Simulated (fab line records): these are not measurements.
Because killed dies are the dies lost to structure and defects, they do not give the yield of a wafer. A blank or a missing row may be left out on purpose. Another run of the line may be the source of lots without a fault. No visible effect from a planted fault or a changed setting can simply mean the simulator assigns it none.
Matching of chambers | flow sky130 | 4 sister chambers for SKY_CONTACT_CMP_27 on cmp-01
The step polishes, stops on SiO2, t overpolish 15 s, target thk 0 nm. 8 wafers are shown with their chamber, then 9 later ones without.

== WAFERS WITH THEIR CHAMBER ==
wafer  | chamber | motor-current-A (A) | time-to-endpoint-s (s)
L151.4 | 3       | 11.7                | 83
L160.4 | 2       | 9.3                 | 81
L160.6 | 3       | 11.9                | 82
L161.5 | 0       | 9.8                 | 80
L161.6 | 1       | 11.1                | 87
L162.1 | 2       | 9.7                 | 79
L162.2 | 1       | 11.7                | 90
L162.5 | 0       | 9.6                 | 85

== WAFERS WITH NO CHAMBER GIVEN ==
wafer  | motor-current-A (A) | time-to-endpoint-s (s)
L165.1 | 9.6                 | 80
L165.2 | 11.0                | 88
L165.4 | 8.9                 | 77
L166.1 | 11.4                | 83
L166.5 | 9.0                 | 79
L166.6 | 11.7                | 90
L167.1 | 11.7                | 82
L167.3 | 11.5                | 87
L167.5 | 10.3                | 82

== CHAMBER TAKEN BY EACH ==
wafer  | from the rows above     | in truth
L165.1 | can't be placed: 2 or 0 | 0
L165.2 | 1                       | 1
L165.4 | can't be placed: 2 or 0 | 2
L166.1 | can't be placed: 3 or 1 | 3
L166.5 | can't be placed: 2 or 0 | 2
L166.6 | 1                       | 1
L167.1 | 3                       | 3
L167.3 | can't be placed: 1 or 3 | 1
L167.5 | can't be placed: 0 or 2 | 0
Correct placement for 3 of the 9. Cannot be placed on the basis of these rows: 6; the candidates contain the true chamber in 6. Number placed wrongly: 0.
How it was worked out, from the rows above alone: a wafer's distance from a chamber is the root of the sum, over the readings, of the square of ((its reading less the chamber's mean) divided by the reading's scatter). The wafer belongs to the nearest chamber; if the next one is less than 2 further off, it can't be placed. Each chamber's mean is taken over the wafers shown for it. How the scatter is found: for the shown wafers, subtract from each reading the mean of its chamber, square and add these, divide the total by (wafers less chambers), then take the root.
